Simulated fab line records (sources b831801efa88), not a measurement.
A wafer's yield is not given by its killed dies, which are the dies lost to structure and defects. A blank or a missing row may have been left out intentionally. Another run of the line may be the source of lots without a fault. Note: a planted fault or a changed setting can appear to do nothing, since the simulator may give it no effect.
Split-lot trial :: flow sky130 :: on a route of 708 steps: 5 lots, 23 wafers read

SPLIT DETAILS
At SKY_LI_CONTACT_CMP_02 (polishes PSG), the setting leave_above_ref_nm was moved away from the recipe's 597.2 nm on 10 of the 23 wafers read, by +3.8% to +5.3%. All remaining wafers had this setting at the recipe value.

FROM THE SPLIT TO THE READING: what the file shows between them, 2 steps
- SKY_LI_CONTACT_COAT_06: resist thk 60 nm (also split here: resist_thk_nm)
- SKY_LI_CONTACT_ETCH_14: etches BARC in N2/H2, stops on SiO2, time 45.9 s, target depth 60 nm (also split here: source_w)

THE READING
oes_product_au, in a.u., at SKY_LI_CONTACT_ETCH_15 (etches PSG in C4F8/O2/Ar, stops on Si, target depth 600 nm). Typical for fault-free wafers on this fab line: 0.837 a.u., with standard deviation 0.0043 a.u.

wafer: L074.1
tool, chamber at the split: cmp-02, 1
leave_above_ref_nm as run, nm: 597.2
against the recipe: recipe
oes_product_au, a.u.: 0.833
against lot-mates on the recipe: -

wafer: L074.2
tool, chamber at the split: cmp-02, 2
leave_above_ref_nm as run, nm: 627.9
against the recipe: +5.1%
oes_product_au, a.u.: 0.864
against lot-mates on the recipe: +0.027

wafer: L074.4
tool, chamber at the split: cmp-02, 3
leave_above_ref_nm as run, nm: 597.2
against the recipe: recipe
oes_product_au, a.u.: 0.841
against lot-mates on the recipe: -

wafer: L074.5
tool, chamber at the split: cmp-02, 2
leave_above_ref_nm as run, nm: 627.9
against the recipe: +5.1%
oes_product_au, a.u.: 0.856
against lot-mates on the recipe: +0.019

wafer: L074.6
tool, chamber at the split: cmp-02, 1
leave_above_ref_nm as run, nm: 627.9
against the recipe: +5.1%
oes_product_au, a.u.: 0.863
against lot-mates on the recipe: +0.026

wafer: L077.1
tool, chamber at the split: cmp-02, 0
leave_above_ref_nm as run, nm: 620
against the recipe: +3.8%
oes_product_au, a.u.: 0.856
against lot-mates on the recipe: +0.017

wafer: L077.2
tool, chamber at the split: cmp-02, 1
leave_above_ref_nm as run, nm: 620
against the recipe: +3.8%
oes_product_au, a.u.: 0.858
against lot-mates on the recipe: +0.019

wafer: L077.3
tool, chamber at the split: cmp-02, 3
leave_above_ref_nm as run, nm: 597.2
against the recipe: recipe
oes_product_au, a.u.: 0.841
against lot-mates on the recipe: -

wafer: L077.4
tool, chamber at the split: cmp-02, 2
leave_above_ref_nm as run, nm: 597.2
against the recipe: recipe
oes_product_au, a.u.: 0.837
against lot-mates on the recipe: -

wafer: L077.6
tool, chamber at the split: cmp-02, 0
leave_above_ref_nm as run, nm: 620
against the recipe: +3.8%
oes_product_au, a.u.: 0.855
against lot-mates on the recipe: +0.016

wafer: L083.4
tool, chamber at the split: cmp-01, 3
leave_above_ref_nm as run, nm: 597.2
against the recipe: recipe
oes_product_au, a.u.: 0.824
against lot-mates on the recipe: -

wafer: L083.5
tool, chamber at the split: cmp-01, 3
leave_above_ref_nm as run, nm: 597.2
against the recipe: recipe
oes_product_au, a.u.: 0.829
against lot-mates on the recipe: -

wafer: L083.6
tool, chamber at the split: cmp-01, 0
leave_above_ref_nm as run, nm: 597.2
against the recipe: recipe
oes_product_au, a.u.: 0.829
against lot-mates on the recipe: -

wafer: L081.1
tool, chamber at the split: cmp-02, 1
leave_above_ref_nm as run, nm: 597.2
against the recipe: recipe
oes_product_au, a.u.: 0.840
against lot-mates on the recipe: -

wafer: L081.2
tool, chamber at the split: cmp-02, 2
leave_above_ref_nm as run, nm: 628.7
against the recipe: +5.3%
oes_product_au, a.u.: 0.867
against lot-mates on the recipe: +0.031

wafer: L081.4
tool, chamber at the split: cmp-02, 3
leave_above_ref_nm as run, nm: 628.7
against the recipe: +5.3%
oes_product_au, a.u.: 0.862
against lot-mates on the recipe: +0.026

wafer: L081.5
tool, chamber at the split: cmp-02, 3
leave_above_ref_nm as run, nm: 597.2
against the recipe: recipe
oes_product_au, a.u.: 0.837
against lot-mates on the recipe: -

wafer: L081.6
tool, chamber at the split: cmp-02, 2
leave_above_ref_nm as run, nm: 597.2
against the recipe: recipe
oes_product_au, a.u.: 0.832
against lot-mates on the recipe: -

wafer: L085.1
tool, chamber at the split: cmp-02, 0,1
leave_above_ref_nm as run, nm: 622.2
against the recipe: +4.2%
oes_product_au, a.u.: 0.860
against lot-mates on the recipe: +0.022

wafer: L085.2
tool, chamber at the split: cmp-02, 2
leave_above_ref_nm as run, nm: 597.2
against the recipe: recipe
oes_product_au, a.u.: 0.833
against lot-mates on the recipe: -

wafer: L085.3
tool, chamber at the split: cmp-02, 3
leave_above_ref_nm as run, nm: 597.2
against the recipe: recipe
oes_product_au, a.u.: 0.848
against lot-mates on the recipe: -

wafer: L085.4
tool, chamber at the split: cmp-02, 0,1
leave_above_ref_nm as run, nm: 622.2
against the recipe: +4.2%
oes_product_au, a.u.: 0.860
against lot-mates on the recipe: +0.022

wafer: L085.6
tool, chamber at the split: cmp-02, 1
leave_above_ref_nm as run, nm: 597.2
against the recipe: recipe
oes_product_au, a.u.: 0.833
against lot-mates on the recipe: -
When a row names more than one chamber, that row covers several wafers, and the file does not tell which wafer ran in which chamber.

THE FIT
A straight line over all 23 wafers: oes_product_au changes by +0.0054 a.u. for each +1% of leave_above_ref_nm; r = +0.93; the points scatter about the line by 0.0052 a.u.
The same after taking each lot's own level away (the mean of its wafers on the recipe; 23 wafers): +0.00492 a.u. for each +1%; r = +0.95; scatter 0.0039 a.u.
Per that fit: largest leave_above_ref_nm move, reading shift of 0.026 a.u.
From 0.8273 to 0.8390 a.u.: that is the span of the lots' own levels, equal to 2.7 times the standard deviation above.
So the lot-to-lot level changes the slope little: the two slopes agree.
Check: with one of the wafers moved furthest among these (+5.3%) left out of the fit, the line predicts +0.0252 a.u. for it against its lot-mates. It came out at +0.0307 a.u. against them.

OTHER SPLITS ON THESE WAFERS
Note: prior to the reading, these wafers also went through further splits. Each is held against what the fit with the lots' levels taken away leaves over:
other split on the same wafers: SKY_LDD_LDN_COAT_02 spin_rpm
wafers away from the commonest value: 5
r with oes_product_au (lot level and that fit taken away): +0.42

other split on the same wafers: SKY_LDD_LDN_IMPLANT_10 energy_kev
wafers away from the commonest value: 8
r with oes_product_au (lot level and that fit taken away): +0.13

other split on the same wafers: SKY_POLY_CUT_COAT_02 resist_thk_nm
wafers away from the commonest value: 8
r with oes_product_au (lot level and that fit taken away): +0.13

other split on the same wafers: SKY_POLY_CUT_EXPOSE_05 dose_mj
wafers away from the commonest value: 2
r with oes_product_au (lot level and that fit taken away): +0.19

other split on the same wafers: SKY_SD_P_COAT_02 spin_rpm
wafers away from the commonest value: 6
r with oes_product_au (lot level and that fit taken away): +0.08

other split on the same wafers: SKY_RES_XHIGH_IMPLANT_07 dose_cm2
wafers away from the commonest value: 6
r with oes_product_au (lot level and that fit taken away): +0.36

other split on the same wafers: SKY_SD_N_IMPLANT_09 energy_kev
wafers away from the commonest value: 6
r with oes_product_au (lot level and that fit taken away): -0.38

other split on the same wafers: SKY_LI_CONTACT_COAT_06 resist_thk_nm
wafers away from the commonest value: 7
r with oes_product_au (lot level and that fit taken away): -0.18

other split on the same wafers: SKY_LI_CONTACT_ETCH_14 source_w
wafers away from the commonest value: 9
r with oes_product_au (lot level and that fit taken away): -0.25

THE WHOLE CHAIN: every reading that the file lists as answering this split, in the file's order
step: SKY_LI_CONTACT_CMP_02
what it does: polishes PSG
reading: PSG_of_LI_CONTACT_HDPCVD_00.thk_nm (the simulator's own value, which no gauge read)
change (the file's fit): +5.96 nm for each +1% of the setting
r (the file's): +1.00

step: SKY_LI_CONTACT_ETCH_15
what it does: etches PSG in C4F8/O2/Ar, stops on Si, target depth 600 nm
reading: oes_product_au
change (the file's fit): +0.005 a.u. for each +1% of the setting
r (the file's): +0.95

step: SKY_LI_CONTACT_ETCH_15
what it does: etches PSG in C4F8/O2/Ar, stops on Si, target depth 600 nm
reading: LI_CONTACT.feature_depth_nm (the simulator's own value, which no gauge read)
change (the file's fit): +5.96 nm for each +1% of the setting
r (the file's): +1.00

FILE'S OWN FIT
oes_product_au changes by +0.005 a.u. for each +1% of leave_above_ref_nm, r = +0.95.
